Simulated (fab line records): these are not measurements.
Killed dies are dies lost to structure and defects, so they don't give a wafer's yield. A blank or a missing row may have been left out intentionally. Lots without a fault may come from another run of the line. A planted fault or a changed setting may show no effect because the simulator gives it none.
Which tool is to blame?    flow gf180mcu    route of 602 steps, sampled at 1 step: 7 lots, 21 wafers

== WHAT THE GAUGES READ, wafer by wafer ==
GF_M1_OVL_MEAS_15.
lot   measured      on          M1_OVL (nm)
L915  day 18 00:11  overlay-01  3 -1 3
L917  day 18 16:41  overlay-02  -8 -8 -5
L921  day 20 11:44  overlay-01  5 -8 -5
L925  day 21 19:35  overlay-01  -11 -11 -15
L926  day 22 06:26  overlay-01  -12 -6 1
L934  day 24 15:44  overlay-01  -1 -4 -11
L936  day 25 06:50  overlay-01  3 -6 -6

== WHAT TOOL EACH LOT RAN ON (gives the tool, then ch and the chambers of the sampled wafers, and finally the start) ==
No process step before these readings appears in the record.

== THE ANSWER, worked out from the rows above alone ==
Rule: the usual values come from the lots themselves. The widest of any qualifying gaps counts: lots, ordered by their means at a reading, are off when they make up no more than a third of the lots, leave a main group of 4 or more, and stand apart from it by 3 or more times the standard deviation of that group's means. A main group is skipped when, at the precision printed for the reading in the tables above, its means are all equal. A lot without any number at a reading at which 4 lots or more have one is off too. All remaining lots with rows at the step are treated as sound.
Across all readings shown, no lot is off: no conclusion can be drawn from this.

== WHAT THE SIMULATOR HAD PUT IN ==
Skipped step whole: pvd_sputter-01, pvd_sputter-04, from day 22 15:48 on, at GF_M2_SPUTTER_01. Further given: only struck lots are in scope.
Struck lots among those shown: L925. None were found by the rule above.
